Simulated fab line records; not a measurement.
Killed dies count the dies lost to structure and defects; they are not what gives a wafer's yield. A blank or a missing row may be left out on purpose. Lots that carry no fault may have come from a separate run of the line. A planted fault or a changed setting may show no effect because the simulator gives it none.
8D (eight disciplines) problem report, filled in by code || flow sfq_line || the parts of the form that need people (team, actions taken, sign-off) are left out

1. THE PROBLEM
M8_AU_RS at SFQ_M8_RS_MEAS_949 reads a mean of 0.1373 ohm/sq on 1 wafer of 1 lot; wafers without a fault read 0.1545 ohm/sq with a standard deviation of 0.0026. That puts it -6.6 standard deviations away from the usual mean.
The step: measures by four-point-probe.
First observed at day 81 10:13: wafer L427.5, on film_metro-04. Wafers with a number at this step in the record: 39, from 13 lots. Rule for "out", or "out of limits": more than 4 standard deviations from the usual mean. Any other wafer with a number is counted as sound.

2. WHAT THIS IS AND IS NOT
{"question": "which readings at this step", "is": "M8_AU_RS", "is not": "-"}
{"question": "which lots", "is": "L427", "is not": "L411, L413, L415, L416, L417, L418, L421, L422, L423, L424, L428, L430"}
{"question": "which wafers of those lots", "is": "L427.5", "is not": "L427.1, L427.2"}
{"question": "read on which gauges", "is": "film_metro-04", "is not": "film_metro-01, film_metro-03"}
{"question": "when", "is": "from day 81 10:13", "is not": "up to then (32 sound wafers); but 6 sound wafers of L428, L430 came after"}

3. WHAT RULES OUT EACH SUSPECT
Counting: any tool at a process step up to the reading remains a suspect provided it ran every lot that is out. Sound lots after the first of them don't rule it out here, since some wafers of a struck lot are sound.
- the gauge at SFQ_M8_RS_MEAS_949: kept. All the wafers that are out were read on film_metro-04, and no step on other tools shows them out.
- pecvd-01 at SFQ_TRILAYER_I7_DEP_PECVD_183 (deposits SiO2 from SiH4/N2O, time 111.11 s, target thk 500 nm): kept. L427, the lot that is out, went through it at day 76 21:05; up to then, the latest sound lot through it was L424 at day 76 07:53.
- rie_diel-02 at SFQ_TRILAYER_I7_VIA_BARC_OPEN_VIA_ETCH_260 (etches BARC in O2, target depth 125 nm, time 41.7 s): kept. L427, the lot that is out, went through it at day 80 17:56; up to then, the latest sound lot through it was L423 at day 79 23:56.
- pvd_sputter-02 at SFQ_TRILAYER_M8_DEP_EVAP_196 (material Au, target thk 180 nm, time 900 s): kept. L427, the lot that is out, went through it at day 81 09:42; up to then, the latest sound lot through it was L423 at day 80 04:54.
Left after counting: pecvd-01 at SFQ_TRILAYER_I7_DEP_PECVD_183, rie_diel-02 at SFQ_TRILAYER_I7_VIA_BARC_OPEN_VIA_ETCH_260, pvd_sputter-02 at SFQ_TRILAYER_M8_DEP_EVAP_196, film_metro-04 at SFQ_M8_RS_MEAS_949.

4. THE CAUSE (what the simulator had put in)
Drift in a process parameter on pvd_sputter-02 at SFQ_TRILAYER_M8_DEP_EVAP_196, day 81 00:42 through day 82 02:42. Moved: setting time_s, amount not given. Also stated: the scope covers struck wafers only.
Of the 4 suspects that counting leaves, this tool is one.

5. THE EFFECT CHAIN, in route order
One row per reading whose mean, taken over the struck wafers that have a number, lies over 3 standard deviations from the usual. Readings are gone through only where the record gives a usual standard deviation; hours: the median, over the lots, of the time from a lot's start at the first step in this table giving one to that lot's start at this step; sigmas: the change measured in usual standard deviations.
{"hours": 0, "step": "SFQ_M8_RS_MEAS_949", "reading": "M8_AU_RS", "usual": "0.1545 ohm/sq", "on struck wafers": 0.1373, "change": -0.0172, "sigmas": -6.6}
{"hours": 3, "step": "SFQ_M8_THK_MEAS_950", "reading": "M8_AU_THK", "usual": "181 nm", "on struck wafers": 202, "change": "+21", "sigmas": "+6.4"}

6. WHAT WOULD HAVE CAUGHT IT SOONER
The first out-of-limits reading at a measuring or inspecting step in this record came at day 81 10:13, 10 hours after the fault's start at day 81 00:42.
Lots out: 1; all had begun SFQ_TRILAYER_M8_DEP_EVAP_196 on pvd_sputter-02 by day 81 10:13. A hold on the tool at that time would have spared none of them.
